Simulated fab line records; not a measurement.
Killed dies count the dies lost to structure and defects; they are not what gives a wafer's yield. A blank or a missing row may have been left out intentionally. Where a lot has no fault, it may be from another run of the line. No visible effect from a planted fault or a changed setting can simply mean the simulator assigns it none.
One fault through the eyes of 2 desks / flow sky130 / each desk has only its own numbers; what lay behind them comes last

## THE METROLOGY DESK
Means of the sampled wafers that have a number, per lot and without regard to the tool the lot ran on: this is what the gauges read. If a lot's mean is further than 4 standard deviations from the usual mean, the lot is out of limits and carries the mark OUT (the distance appears in the brackets).
Columns: A = LOCAL_INTERCONNECT_OVL at SKY_LOCAL_INTERCONNECT_OVL_MEAS_12, usual 0 nm; B = CONTACT_CVD_00_THK at SKY_CONTACT_THK_MEAS_01, usual 75.0 nm
lot=L214; first seen here=day 30 10:46; A=-3; B=75.2
lot=L216; first seen here=day 31 06:08; A=3; B=76.7
lot=L219; first seen here=day 32 15:41; A=2; B=74.6
lot=L220; first seen here=day 32 15:48; A=3; B=74.7
lot=L221; first seen here=day 32 16:41; A=4; B=76.2
lot=L222; first seen here=day 34 01:52; A=1; B=76.8
lot=L223; first seen here=day 34 02:43; A=1; B=73.6
lot=L229; first seen here=day 35 22:25; A=6; B=89.5 (+12) OUT
lot=L232; first seen here=day 36 11:04; A=-9; B=90.5 (+13) OUT
lot=L233; first seen here=day 36 18:28; A=-6; B=75.3
lot=L234; first seen here=day 36 23:49; A=1; B=74.6
lot=L235; first seen here=day 37 11:30; A=-1; B=74.9
lot=L236; first seen here=day 37 17:08; A=4; B=75.4
lot=L237; first seen here=day 37 17:54; A=1; B=74.9
Finding of this desk: L229, L232 out of limits, first seen on L229 at day 35 23:19 (CONTACT_CVD_00_THK at SKY_CONTACT_THK_MEAS_01). Within limits: L214, L216, L219, L220, L221, L222, L223, L233, L234, L235, L236, L237.

## AT THE TOOL OWNER'S DESK: pecvd-03
The tool's own readings at SKY_CONTACT_CVD_00 (deposits Si3N4, target thk 75 nm): means of the sampled wafers that have a number, for each lot that ran on this tool. If a lot's mean is further than 4 standard deviations from the usual mean, the lot is out of limits and carries the mark OUT (the distance appears in the brackets).
Columns: A = heater-power-w at SKY_CONTACT_CVD_00, usual 694 W
lot=L219; first seen here=day 32 16:26; A=721
lot=L229; first seen here=day 35 23:15; A=837
lot=L232; first seen here=day 36 11:53; A=668
This desk's verdict: no lot among the 3 shows anything out of limits.

## BROUGHT TOGETHER
The metrology desk could have raised an alarm at day 35 23:19, on L229, L232.
The tool owner's desk saw nothing out of limits.
The tool owner's desk has L229, L232 on record, within its limits.
On pecvd-03, each named lot ran SKY_CONTACT_CVD_00.

## WHAT THE SIMULATOR HAD INSERTED
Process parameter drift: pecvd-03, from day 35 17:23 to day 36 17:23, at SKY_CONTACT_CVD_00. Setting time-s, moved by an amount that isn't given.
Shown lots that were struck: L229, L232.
Delay in hours, fault start to first out-of-limits reading, per desk: metrology desk 6.
